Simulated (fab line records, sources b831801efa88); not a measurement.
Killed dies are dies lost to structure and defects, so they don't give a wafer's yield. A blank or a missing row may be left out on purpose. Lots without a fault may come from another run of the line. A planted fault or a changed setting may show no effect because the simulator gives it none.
Chamber matching | flow gf180mcu | GF_CONTACT_CMP_27 on cmp-01: 4 sister chambers
The step polishes, stops on SiO2, t overpolish 15 s, target thk 0 nm. 4 wafers are shown with their chamber, then 6 later ones without.

WAFERS WITH THEIR CHAMBER
wafer  | chamber | motor_current_A (A)
L412.3 | 1       | 10.2
L424.3 | 0       | 10.4
L424.5 | 3       | 9.7
L424.6 | 2       | 9.5

WAFERS WITHOUT THEIR CHAMBER
wafer  | motor_current_A (A)
L429.3 | 10.1
L429.4 | 10.5
L429.6 | 10.2
L431.2 | 9.2
L431.3 | 10.4
L431.4 | 9.8

WHICH CHAMBER EACH WENT THROUGH
wafer  | from the rows above     | in truth
L429.3 | can't be placed: 1 or 0 | 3
L429.4 | can't be placed: 0 or 1 | 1
L429.6 | can't be placed: 1 or 0 | 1
L431.2 | can't be placed: 2 or 3 | 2
L431.3 | can't be placed: 0 or 1 | 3
L431.4 | can't be placed: 3 or 2 | 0
Placed correctly: 0 of 6. Can't be placed from these rows: 6 (the true chamber is among the candidates in 3). Placed wrongly: 0.
How it was worked out, from the rows above alone: a wafer's distance from a chamber is the root of the sum, over the readings, of the square of ((its reading less the chamber's mean) divided by the reading's scatter). The wafer belongs to the nearest chamber; if the next one is less than 2 further off, it can't be placed. A chamber's mean is the mean of its shown wafers. The scatter: with one shown wafer a chamber, the root of the mean of the squares of how far each hidden wafer lies from its nearest shown one.
